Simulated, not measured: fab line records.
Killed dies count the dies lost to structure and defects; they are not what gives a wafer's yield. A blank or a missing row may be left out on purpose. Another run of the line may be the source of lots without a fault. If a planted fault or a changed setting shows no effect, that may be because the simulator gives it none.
Matching of chambers -- flow sky130 -- SKY_VIA2_ETCH_15 on rie diel-04 has 4 sister chambers
The step etches SiO2 in C4F8/O2/Ar, stops on TiN, target depth 546 nm, time 84 s. 4 wafers are shown with their chamber, then 9 later ones without.

== EACH WAFER AND ITS CHAMBER ==
wafer,chamber,oes product au (a.u.)
L083.3,3,0.938
L087.1,1,0.932
L087.2,2,0.936
L087.3,0,0.946

== WAFERS WITH NO CHAMBER GIVEN ==
wafer,oes product au (a.u.)
L089.1,0.934
L089.2,0.939
L089.3,0.947
L089.4,0.941
L089.5,0.940
L089.6,0.942
L095.1,0.938
L095.3,0.945
L095.4,0.942

== EACH ONE'S CHAMBER ==
wafer,from the rows above,in truth
L089.1,can't be placed: 1 or 2 or 3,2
L089.2,can't be placed: 3 or 2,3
L089.3,0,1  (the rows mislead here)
L089.4,can't be placed: 3 or 2 or 0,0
L089.5,can't be placed: 3 or 2 or 0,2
L089.6,can't be placed: 0 or 3 or 2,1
L095.1,can't be placed: 3 or 2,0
L095.3,0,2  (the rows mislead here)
L095.4,can't be placed: 0 or 3 or 2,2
Correct placement for 0 of the 9. Can't be placed from these rows: 7 (the true chamber is among the candidates in 5). Wrongly placed: 2.
How it was worked out, from the rows above alone: a wafer's distance from a chamber is the root of the sum, over the readings, of the square of ((its reading less the chamber's mean) divided by the reading's scatter). If the next closest chamber is less than 2 further off than the closest, the wafer can't be placed; otherwise it belongs to the closest. For every chamber, the mean is computed from those of its wafers that are shown. The scatter: with one shown wafer a chamber, the root of the mean of the squares of how far each hidden wafer lies from its nearest shown one.
